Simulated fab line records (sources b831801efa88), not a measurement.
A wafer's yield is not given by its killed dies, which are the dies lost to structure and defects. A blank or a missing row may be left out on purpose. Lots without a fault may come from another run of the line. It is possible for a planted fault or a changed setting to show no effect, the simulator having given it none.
Check for tools in common    flow gf180mcu    13 lots, 39 wafers sampled

== REASON FOR OPENING ==
2 of 13 lots carry a flag on the reading V4_CVD_00_THK at GF_V4_THK_MEAS_01. Fault-free wafers read 601 nm, with a standard deviation of 7.7.
Rule: flag the lot when none of its wafers has a number, or when each of its wafers that has one lies beyond 4 standard deviations from that mean. The rest of the lots are taken to be sound.

lot   measured      on             V4_CVD_00_THK (nm), wafer by wafer  flag
L688  day 22 23:29  film-metro-01  591 595 591                         
L689  day 24 05:31  film-metro-01  607 602 608                         
L690  day 24 20:47  film-metro-03  602 603 596                         
L692  day 25 11:58  film-metro-01  606 607 607                         
L693  day 25 22:31  film-metro-03  591 606 589                         
L694  day 26 05:02  film-metro-01  295 303 304                         FLAGGED
L697  day 26 17:25  film-metro-03  301 297 298                         FLAGGED
L704  day 28 23:11  film-metro-03  606 610 609                         
L705  day 29 01:01  film-metro-03  598 598 606                         
L706  day 29 15:24  film-metro-04  604 601 591                         
L707  day 29 16:53  film-metro-03  614 604 595                         
L710  day 30 10:01  film-metro-01  593 588 603                         
L711  day 30 15:09  film-metro-01  587 596 601                         
On average the flagged lots' numbers are 300 nm, which is -301 nm against the usual, or -39 standard deviations.

== EACH LOT AND THE TOOL IT RAN ON ==
The record holds 4 process steps before the reading, out of a route of 602 steps. Each cell gives the tool, then ch followed by the chambers the sampled wafers passed through, then the start.
lot   flag     GF_M3_SPUTTER_02              GF_V3_CVD_23                   GF_M4_SPUTTER_02              GF_V4_CVD_00
L688           pvd-sputter-01, day 19 19:19  cvd-w-02 ch 0,1, day 21 21:53  pvd-sputter-03, day 21 22:37  hdpcvd-02 ch 0,1, day 22 23:25
L689           pvd-sputter-03, day 21 04:38  cvd-w-01 ch 0,1, day 23 05:43  pvd-sputter-03, day 23 06:36  hdpcvd-02 ch 1,2, day 24 05:26
L690           pvd-sputter-03, day 21 20:07  cvd-w-02 ch 0,1, day 23 21:35  pvd-sputter-03, day 23 22:19  hdpcvd-01 ch 0,1,2, day 24 20:43
L692           pvd-sputter-01, day 22 13:29  cvd-w-01 ch 0,1, day 24 12:43  pvd-sputter-01, day 24 13:26  hdpcvd-02 ch 0,2, day 25 11:54
L693           pvd-sputter-01, day 23 00:36  cvd-w-02 ch 0,1, day 24 23:34  pvd-sputter-03, day 25 00:17  hdpcvd-01 ch 0,1, day 25 22:26
L694  FLAGGED  pvd-sputter-01, day 23 07:13  cvd-w-02 ch 0,1, day 25 06:04  pvd-sputter-01, day 25 07:02  hdpcvd-01 ch 0,1,2, day 26 04:58
L697  FLAGGED  pvd-sputter-03, day 23 21:56  cvd-w-01 ch 0, day 25 18:44    pvd-sputter-03, day 25 19:28  hdpcvd-01 ch 1,2, day 26 17:20
L704           pvd-sputter-02, day 26 06:49  cvd-w-02 ch 0,1, day 28 02:05  pvd-sputter-04, day 28 02:49  hdpcvd-02 ch 0,1,2, day 28 23:07
L705           pvd-sputter-02, day 26 09:46  cvd-w-01 ch 0,1, day 28 03:59  pvd-sputter-01, day 28 04:43  hdpcvd-01 ch 0,1,2, day 29 00:56
L706           pvd-sputter-02, day 27 02:29  cvd-w-02 ch 0,1, day 28 19:11  pvd-sputter-04, day 28 19:52  hdpcvd-01 ch 0,1,2, day 29 15:20
L707           pvd-sputter-01, day 27 02:48  cvd-w-02 ch 0,1, day 28 20:05  pvd-sputter-04, day 28 20:49  hdpcvd-01 ch 0,1,2, day 29 16:49
L710           pvd-sputter-01, day 27 20:06  cvd-w-01 ch 0,1, day 29 13:04  pvd-sputter-04, day 29 13:47  hdpcvd-01 ch 0,1,2, day 30 09:56
L711           pvd-sputter-03, day 28 01:26  cvd-w-02 ch 1, day 29 18:41    pvd-sputter-01, day 29 19:25  hdpcvd-01 ch 0,2, day 30 15:05
These steps, and what they do:
- GF_M3_SPUTTER_02: material AlCu, target thk 450 nm, time 23.9 s.
- GF_V3_CVD_23: deposits W, target thk 350 nm, time 104.9 s.
- GF_M4_SPUTTER_02: material AlCu, target thk 450 nm, time 23.9 s.
- GF_V4_CVD_00: deposits SiO2, target thk 600 nm, time 100 s.
- GF_V4_THK_MEAS_01

== FLAGGED OVER TOTAL, TOOL BY TOOL (the gauges that took the reading come last) ==
step               tool            lots run  flagged  share of the flagged lots  sound lots run after its first flagged lot
GF_M3_SPUTTER_02   pvd-sputter-01  6         1        some                       2 (L707,L710)
GF_M3_SPUTTER_02   pvd-sputter-02  3         0        none                       -
GF_M3_SPUTTER_02   pvd-sputter-03  4         1        some                       1 (L711)
GF_V3_CVD_23       cvd-w-01        5         1        some                       2 (L705,L710)
GF_V3_CVD_23       cvd-w-02        8         1        some                       4 (L704,L706,L707,L711)
GF_M4_SPUTTER_02   pvd-sputter-01  4         1        some                       2 (L705,L711)
GF_M4_SPUTTER_02   pvd-sputter-03  5         1        some                       0
GF_M4_SPUTTER_02   pvd-sputter-04  4         0        none                       -
GF_V4_CVD_00       hdpcvd-01       9         2        all                        5 (L705,L706,L707,L710,L711)
GF_V4_CVD_00       hdpcvd-02       4         0        none                       -
GF_V4_THK_MEAS_01  film-metro-01   6         1        some                       2 (L710,L711)
GF_V4_THK_MEAS_01  film-metro-03   6         1        some                       3 (L704,L705,L707)
GF_V4_THK_MEAS_01  film-metro-04   1         0        none                       -

== WHAT THE TABLE PERMITS ==
1 row of the table ran every flagged lot: hdpcvd-01 at GF_V4_CVD_00.
- hdpcvd-01 at GF_V4_CVD_00: 2 of its 9 lots flagged. Lots that were sound ran on it after the first flagged one (L705, L706, L707, L710, L711); a persistent fault on the entire tool would not allow that. Its own readings (sih4-flow-sccm) fall more than 4 standard deviations out on all wafers of the flagged lots.
No row of the table ran every flagged lot and no sound lot after the first.

== WHAT THE SIMULATOR HAD PUT IN ==
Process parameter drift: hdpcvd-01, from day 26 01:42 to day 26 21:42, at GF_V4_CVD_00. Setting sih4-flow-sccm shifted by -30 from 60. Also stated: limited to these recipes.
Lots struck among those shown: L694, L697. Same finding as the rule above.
